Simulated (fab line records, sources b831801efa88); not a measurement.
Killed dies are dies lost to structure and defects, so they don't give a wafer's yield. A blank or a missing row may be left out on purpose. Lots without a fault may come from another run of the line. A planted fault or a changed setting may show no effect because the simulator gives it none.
Which tool did it? | flow sky130 | 14 lots, 42 wafers sampled, at 5 steps of a route of 708

WHAT THE GAUGES READ, wafer by wafer
SKY_POLY_CUT_CD_MEAS_08: target cd 270 nm.
lot  | measured     | on        | cd_nm (nm)
L874 | day 23 20:34 | cd_sem-01 | 271.3 269.0 270.4
L875 | day 24 11:58 | cd_sem-01 | 269.2 269.6 269.4
L876 | day 25 03:46 | cd_sem-01 | 269.8 269.2 269.6
L878 | day 25 17:04 | cd_sem-01 | 269.2 269.6 270.8
L879 | day 26 04:19 | cd_sem-02 | 269.0 270.6 269.2
L880 | day 26 13:08 | cd_sem-01 | 270.7 272.4 272.8
L882 | day 27 05:36 | cd_sem-02 | 270.2 270.5 269.6
L881 | day 27 07:14 | cd_sem-01 | 270.2 270.6 271.3
L884 | day 28 05:25 | cd_sem-01 | 269.2 269.2 269.1
L885 | day 28 08:19 | cd_sem-01 | 271.0 271.7 270.1
L889 | day 29 20:29 | cd_sem-01 | 269.5 269.7 268.8
L890 | day 30 05:22 | cd_sem-02 | 268.4 268.9 268.9
L896 | day 31 17:38 | cd_sem-01 | 271.1 270.9 270.9
L897 | day 32 00:16 | cd_sem-02 | 268.5 268.6 267.6

SKY_LOCAL_INTERCONNECT_CD_MEAS_11: target cd 170 nm.
lot  | measured     | on        | cd_nm (nm)
L874 | day 29 23:31 | cd_sem-01 | 171.9 172.8 170.5
L875 | day 30 16:47 | cd_sem-02 | 169.6 169.3 170.9
L876 | day 31 04:02 | cd_sem-02 | 169.4 170.2 169.8
L878 | day 31 18:58 | cd_sem-02 | 168.9 170.8 169.7
L879 | day 32 06:10 | cd_sem-01 | 171.5 171.8 172.0
L880 | day 32 12:59 | cd_sem-02 | 170.2 171.1 170.8
L882 | day 33 04:53 | cd_sem-01 | 168.4 169.8 168.4
L881 | day 33 05:54 | cd_sem-01 | 167.7 167.0 166.4
L884 | day 34 03:28 | cd_sem-02 | 169.1 168.4 168.5
L885 | day 34 05:50 | cd_sem-02 | 169.4 168.3 169.2
L889 | day 35 15:37 | cd_sem-01 | 148.5 156.6 151.6
L890 | day 35 23:52 | cd_sem-02 | 159.4 137.4 145.6
L896 | day 37 08:34 | cd_sem-01 | 168.0 169.6 167.6
L897 | day 37 16:16 | cd_sem-01 | 169.7 170.4 169.3

SKY_CONTACT_BOW_MEAS_05.
lot  | measured     | on            | CONTACT_BOW (um)
L874 | day 30 01:01 | film_metro-01 | 82 76 88
L875 | day 30 18:54 | film_metro-04 | 78 85 79
L876 | day 31 05:26 | film_metro-03 | 75 69 83
L878 | day 31 20:20 | film_metro-01 | 81 63 87
L879 | day 32 07:34 | film_metro-04 | 87 78 68
L880 | day 32 14:25 | film_metro-03 | 85 76 70
L882 | day 33 06:17 | film_metro-04 | 79 80 65
L881 | day 33 07:17 | film_metro-03 | 88 79 73
L884 | day 34 04:58 | film_metro-01 | 89 76 73
L885 | day 34 07:13 | film_metro-01 | 81 83 78
L889 | day 35 17:05 | film_metro-01 | 81 88 74
L890 | day 36 01:17 | film_metro-03 | 80 85
L896 | day 37 09:59 | film_metro-01 | 73 92 85
L897 | day 37 17:42 | film_metro-03 | 91 80 84

WHICH TOOL RAN EACH LOT (tool, then ch and the chambers of the sampled wafers, then the start)
lot  | SKY_POLY_CUT_STRIP_12                | SKY_LOCAL_INTERCONNECT_EXPOSE_08
L874 | plasma_asher-03 ch 0,1, day 23 20:49 | krf_scanner-02 ch 0, day 29 09:35
L875 | plasma_asher-04 ch 0,1, day 24 12:11 | krf_scanner-02 ch 0, day 30 02:38
L876 | plasma_asher-04 ch 0,1, day 25 04:01 | krf_scanner-01 ch 0, day 30 14:53
L878 | plasma_asher-01 ch 0,1, day 25 17:20 | krf_scanner-01 ch 0, day 31 05:31
L879 | plasma_asher-03 ch 0,1, day 26 04:34 | krf_scanner-01 ch 0, day 31 16:50
L880 | plasma_asher-03 ch 0,1, day 26 13:22 | krf_scanner-02 ch 0, day 31 23:46
L882 | plasma_asher-01 ch 0,1, day 27 05:50 | krf_scanner-01 ch 0, day 32 15:06
L881 | plasma_asher-01 ch 0,1, day 27 07:26 | krf_scanner-01 ch 0, day 32 16:11
L884 | plasma_asher-03 ch 0,1, day 28 05:38 | krf_scanner-01 ch 0, day 33 14:40
L885 | plasma_asher-03 ch 0,1, day 28 08:34 | krf_scanner-01 ch 0, day 33 16:26
L889 | plasma_asher-03 ch 0, day 29 20:43   | krf_scanner-01 ch 0, day 35 02:55
L890 | plasma_asher-03 ch 0,1, day 30 05:37 | krf_scanner-01 ch 0, day 35 10:59
L896 | plasma_asher-03 ch 0, day 31 17:52   | krf_scanner-02 ch 0, day 36 19:37
L897 | plasma_asher-04 ch 0,1, day 32 00:31 | krf_scanner-02 ch 0, day 37 03:04
- SKY_POLY_CUT_STRIP_12: strips in O2/N2.
- SKY_LOCAL_INTERCONNECT_EXPOSE_08: exposes mask LI1M, target cd 170 nm.

WHAT THE TOOLS THEMSELVES READ (means of the sampled wafers that have a number; where no wafer has one, the mark that the record gives instead)
SKY_POLY_CUT_STRIP_12.
lot  | tool            | drypump_motor_current_A (A) | oes_product_au (a.u.) | strip_time_to_endpoint_s (s)
L874 | plasma_asher-03 | 5.4                         | 0.460                 | 5.344
L875 | plasma_asher-04 | 5.3                         | 0.456                 | 5.374
L876 | plasma_asher-04 | 5.7                         | 0.455                 | 5.354
L878 | plasma_asher-01 | 5.7                         | 0.449                 | 5.335
L879 | plasma_asher-03 | 5.6                         | 0.450                 | 5.352
L880 | plasma_asher-03 | 5.6                         | 0.455                 | 5.348
L882 | plasma_asher-01 | 5.6                         | 0.454                 | 5.376
L881 | plasma_asher-01 | 5.7                         | 0.453                 | 5.367
L884 | plasma_asher-03 | 5.3                         | 0.453                 | 5.368
L885 | plasma_asher-03 | 5.4                         | 0.453                 | 5.361
L889 | plasma_asher-03 | 5.0                         | 0.451                 | 5.367
L890 | plasma_asher-03 | 5.3                         | 0.453                 | 5.343
L896 | plasma_asher-03 | 5.0                         | 0.452                 | 5.356
L897 | plasma_asher-04 | 5.3                         | 0.453                 | 5.370

THE ANSWER, worked out from the rows above alone
Rule: what is usual is taken from the lots themselves. Put in order of their means at a reading, lots are off if they are a third of the lots or fewer, leave a main group of 4 or more, and stand apart from it by a gap of 3 or more times the standard deviation of the main group's means; of several such gaps the widest counts. A main group whose means are all the same, to the digits that the tables above print for the reading, isn't used. A lot without any number at a reading at which 4 lots or more have one is off too. The other lots that the step has rows for count as sound. The gauges are gone through in route order, then the tools' own readings, and for those a lot's mean is taken as printed above. The first step at which some lot is off is used, and at that step the reading that is off furthest; a lot without a number counts as furthest.
Off: L889, L890, at SKY_LOCAL_INTERCONNECT_CD_MEAS_11 (cd_nm). The main group: mean 169.6 nm, standard deviation 1.3.
A tool fits if, at a process step before that reading, it ran every lot that is off, and no sound lot after the first of them. The gauges at SKY_LOCAL_INTERCONNECT_CD_MEAS_11 are tried like those tools. One fits: krf_scanner-01 at SKY_LOCAL_INTERCONNECT_EXPOSE_08. Its last sound lot is L885 (day 33 16:26), its first lot that is off L889 (day 35 02:55): a fault that began between those two fits.

WHAT THE SIMULATOR HAD PUT IN
Process parameter drift: krf_scanner-01, from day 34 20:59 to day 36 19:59, at SKY_LOCAL_INTERCONNECT_EXPOSE_08. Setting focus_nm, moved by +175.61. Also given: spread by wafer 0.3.
Lots struck among those shown: L889, L890. The rule above found the same.
